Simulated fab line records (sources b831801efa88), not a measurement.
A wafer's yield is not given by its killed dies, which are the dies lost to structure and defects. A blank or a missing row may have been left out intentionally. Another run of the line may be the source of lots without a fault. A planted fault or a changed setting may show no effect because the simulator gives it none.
The tool behind it: which one? | flow gf180mcu | Sampling: 13 lots, 39 wafers, 4 of 602 route steps

== WHAT THE GAUGES READ, wafer by wafer ==
GF_HV_LDD_OVL_MEAS_20.
lot  | measured     | on         | HV_LDD_01_OVL (nm)
L656 | day 11 08:08 | overlay-01 | -0.9 0.6 -0.9
L657 | day 11 13:26 | overlay-01 | -2.2 -0.2 -0.6
L659 | day 12 03:47 | overlay-01 | -2.4 -0.2 -1.7
L660 | day 12 07:19 | overlay-02 | 1.4 1.6 -0.5
L661 | day 12 19:32 | overlay-02 | 2.1 2.1 1.7
L662 | day 13 04:31 | overlay-02 | 0.3 0.5 1.2
L663 | day 13 16:39 | overlay-01 | -4.2 -4.1 -2.1
L669 | day 15 21:55 | overlay-01 | -0.2 0.4 0.9
L671 | day 16 01:10 | overlay-01 | -3.8 -1.8 -3.4
L674 | day 17 01:37 | overlay-02 | 0.2 -1.7 -0.4
L675 | day 17 09:55 | overlay-01 | -2.0 -1.3 -2.5
L677 | day 18 05:17 | overlay-02 | 2.2 -0.2 -0.7
L678 | day 18 09:51 | overlay-02 | -0.6 -1.8 1.0

GF_NSD_OVL_MEAS_08.
lot  | measured     | on         | NSD_OVL (nm)
L656 | day 13 21:35 | overlay-01 | -0.2 2.0 0.1
L657 | day 14 04:44 | overlay-01 | 0.6 0.9 2.8
L659 | day 14 21:08 | overlay-02 | 0.5 -1.4 0.3
L660 | day 14 23:59 | overlay-02 | -0.3 0.2 2.0
L661 | day 15 14:56 | overlay-01 | -1.6 -3.1 -1.7
L662 | day 15 23:44 | overlay-02 | 0.0 0.7 1.3
L663 | day 16 13:40 | overlay-02 | 1.5 4.5 0.7
L669 | day 19 00:47 | overlay-01 | -0.5 0.1 -2.7
L671 | day 19 04:32 | overlay-02 | -1.3 -2.2 0.1
L674 | day 20 07:02 | overlay-01 | 0.5 0.5 0.3
L675 | day 20 15:04 | overlay-01 | -3.6 -0.6 -3.8
L677 | day 21 10:26 | overlay-01 | -0.7 0.4 -2.0
L678 | day 21 14:34 | overlay-02 | -2.4 -1.8 -1.4

== TOOL THAT RAN EACH LOT (tool first, then ch and the chambers of the sampled wafers, then the start) ==
lot  | GF_HV_LDD_STRIP_37                  | GF_HV_LDD_ETCHBACK_58
L656 | plasmaAsher-01 ch 0,1, day 12 02:59 | rieDiel-02 ch 0,1, day 13 01:19
L657 | plasmaAsher-03 ch 0,1, day 12 08:54 | rieDiel-03 ch 1,2, day 13 08:11
L659 | plasmaAsher-01 ch 0,1, day 13 00:04 | rieDiel-03 ch 1,3, day 13 23:43
L660 | plasmaAsher-03 ch 0,1, day 13 03:05 | rieDiel-02 ch 0,1,2, day 14 02:56
L661 | plasmaAsher-04 ch 0,1, day 13 17:05 | rieDiel-03 ch 1,2,3, day 14 17:47
L662 | plasmaAsher-03 ch 0,1, day 14 01:20 | rieDiel-01 ch 1,3, day 15 01:31
L663 | plasmaAsher-04 ch 0,1, day 14 14:40 | rieDiel-01 ch 0,2,3, day 15 15:25
L669 | plasmaAsher-03 ch 0,1, day 16 21:33 | rieDiel-02 ch 0,1,3, day 18 00:54
L671 | plasmaAsher-03 ch 0,1, day 17 00:59 | rieDiel-02 ch 0,2,3, day 18 04:12
L674 | plasmaAsher-04 ch 0,1, day 18 01:59 | rieDiel-03 ch 1,2,3, day 19 05:58
L675 | plasmaAsher-04 ch 0,1, day 18 11:08 | rieDiel-01 ch 0,3, day 19 14:23
L677 | plasmaAsher-04 ch 0,1, day 19 06:32 | rieDiel-03 ch 1,2,3, day 20 09:57
L678 | plasmaAsher-01 ch 0,1, day 19 11:09 | rieDiel-01 ch 1,3, day 20 15:04
- GF_HV_LDD_STRIP_37: strips in O2/N2.
- GF_HV_LDD_ETCHBACK_58: etches Si3N4 in CH3F/O2, stops on SiO2, time 100 s, target depth 90 nm.

== AS READ BY THE TOOLS THEMSELVES (means over the sampled wafers that have a number; for cases with no such wafer, the mark the record gives instead) ==
GF_HV_LDD_STRIP_37.
lot  | tool           | drypumpMotorCurrentA (A) | heaterPowerW (W) | oesProductAu (a.u.) | stripTimeToEndpointS (s)
L656 | plasmaAsher-01 | 5.5                      | 328              | 0.717               | 12.67
L657 | plasmaAsher-03 | 5.6                      | 365              | 0.713               | 12.63
L659 | plasmaAsher-01 | 5.8                      | 316              | 0.715               | 12.61
L660 | plasmaAsher-03 | 5.8                      | 331              | 0.719               | 12.61
L661 | plasmaAsher-04 | 5.4                      | 293              | 0.715               | 12.63
L662 | plasmaAsher-03 | 5.6                      | 369              | 0.710               | 12.60
L663 | plasmaAsher-04 | 5.6                      | 297              | 0.712               | 12.67
L669 | plasmaAsher-03 | 5.8                      | 335              | 0.713               | 12.63
L671 | plasmaAsher-03 | 5.8                      | 332              | 0.716               | 12.65
L674 | plasmaAsher-04 | 5.4                      | 292              | 0.717               | 12.66
L675 | plasmaAsher-04 | 5.4                      | 288              | 0.716               | 12.62
L677 | plasmaAsher-04 | 5.6                      | 307              | 0.726               | 12.65
L678 | plasmaAsher-01 | 5.5                      | 328              | 0.714               | 12.66

GF_HV_LDD_ETCHBACK_58.
lot  | tool       | O2_flow_sccm (sccm) | biasW (W) | drypumpMotorCurrentA (A) | oesProductAu (a.u.) | throttleValvePct (%)
L656 | rieDiel-02 | 29.98               | 80.32     | 6.0                      | 0.842               | 10.554
L657 | rieDiel-03 | 29.96               | 79.77     | 5.9                      | 0.835               | 10.560
L659 | rieDiel-03 | 30.00               | 79.92     | 5.8                      | 0.847               | 10.556
L660 | rieDiel-02 | 30.03               | 80.24     | 6.2                      | 0.840               | 10.555
L661 | rieDiel-03 | 29.97               | 80.04     | 5.9                      | 0.849               | 10.569
L662 | rieDiel-01 | 29.96               | 79.73     | 5.9                      | 0.848               | 10.562
L663 | rieDiel-01 | 30.03               | 79.90     | 5.6                      | 0.835               | 10.564
L669 | rieDiel-02 | 29.98               | 76.54     | 6.0                      | 0.836               | 10.564
L671 | rieDiel-02 | 30.00               | 76.81     | 6.2                      | 0.849               | 10.567
L674 | rieDiel-03 | 30.03               | 79.88     | 5.9                      | 0.848               | 10.560
L675 | rieDiel-01 | 30.01               | 80.25     | 5.6                      | 0.848               | 10.561
L677 | rieDiel-03 | 30.03               | 80.07     | 5.9                      | 0.844               | 10.558
L678 | rieDiel-01 | 30.09               | 80.10     | 5.9                      | 0.845               | 10.564

== THE ANSWER, worked out from the rows above alone ==
Rule: what is usual is taken from the lots themselves. The widest of any qualifying gaps counts: lots, ordered by their means at a reading, are off when they make up no more than a third of the lots, leave a main group of 4 or more, and stand apart from it by 3 or more times the standard deviation of that group's means. Not used: any main group whose means are identical at the precision the tables above print for the reading. Also off: a lot with no number at a reading for which 4 or more lots have one. Any other lot the step has rows for is counted as sound. First the gauges in route order, then the tools' own readings, where a lot's mean is used as printed above. At the first step where some lot is off, the reading lying furthest off is the one used; lots without a number count as furthest.
Off, at GF_HV_LDD_ETCHBACK_58 on biasW: L669, L671. Mean 80.02 W and standard deviation 0.19 in the main group.
If a tool, at that step or one of the process steps before it, ran each lot that is off and ran no sound lot following the first of them, it fits. Undecided on this evidence; 2 tools fit (plasmaAsher-03 at GF_HV_LDD_STRIP_37, rieDiel-02 at GF_HV_LDD_ETCHBACK_58).

== WHAT THE SIMULATOR PUT IN ==
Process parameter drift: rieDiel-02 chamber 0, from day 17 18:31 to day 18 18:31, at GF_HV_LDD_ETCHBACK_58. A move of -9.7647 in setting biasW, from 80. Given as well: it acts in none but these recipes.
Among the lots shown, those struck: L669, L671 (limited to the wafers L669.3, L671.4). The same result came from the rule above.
